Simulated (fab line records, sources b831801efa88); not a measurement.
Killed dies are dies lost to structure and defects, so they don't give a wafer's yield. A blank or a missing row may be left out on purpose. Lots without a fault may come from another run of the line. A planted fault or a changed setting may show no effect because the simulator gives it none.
Chamber matching | flow gf180mcu | GF_V3_CVD_02 on pecvd-01: 3 sister chambers
The step deposits SiO2 from TEOS, target thk 850 nm, time 94.851 s. 3 wafers are shown with their chamber, then 8 later ones without.

WAFERS WITH THEIR CHAMBER
wafer  | chamber | heater_power_w (W)
L084.2 | 2       | 505
L087.5 | 0       | 718
L089.1 | 1       | 713

WAFERS WITHOUT THEIR CHAMBER
wafer  | heater_power_w (W)
L089.4 | 733
L089.6 | 761
L093.1 | 687
L093.4 | 609
L093.5 | 670
L097.2 | 743
L097.4 | 811
L097.5 | 592

WHICH CHAMBER EACH WENT THROUGH
wafer  | from the rows above          | in truth
L089.4 | can't be placed: 0 or 1      | 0
L089.6 | can't be placed: 0 or 1      | 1
L093.1 | can't be placed: 1 or 0      | 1
L093.4 | can't be placed: 1 or 2 or 0 | 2
L093.5 | can't be placed: 1 or 0 or 2 | 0
L097.2 | can't be placed: 0 or 1      | 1
L097.4 | can't be placed: 0 or 1      | 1
L097.5 | can't be placed: 2 or 1 or 0 | 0
Placed correctly: 0 of 8. Can't be placed from these rows: 8 (the true chamber is among the candidates in 8). Placed wrongly: 0.
How it was worked out, from the rows above alone: a wafer's distance from a chamber is the root of the sum, over the readings, of the square of ((its reading less the chamber's mean) divided by the reading's scatter). The wafer belongs to the nearest chamber; if the next one is less than 2 further off, it can't be placed. A chamber's mean is the mean of its shown wafers. The scatter: with one shown wafer a chamber, the root of the mean of the squares of how far each hidden wafer lies from its nearest shown one.
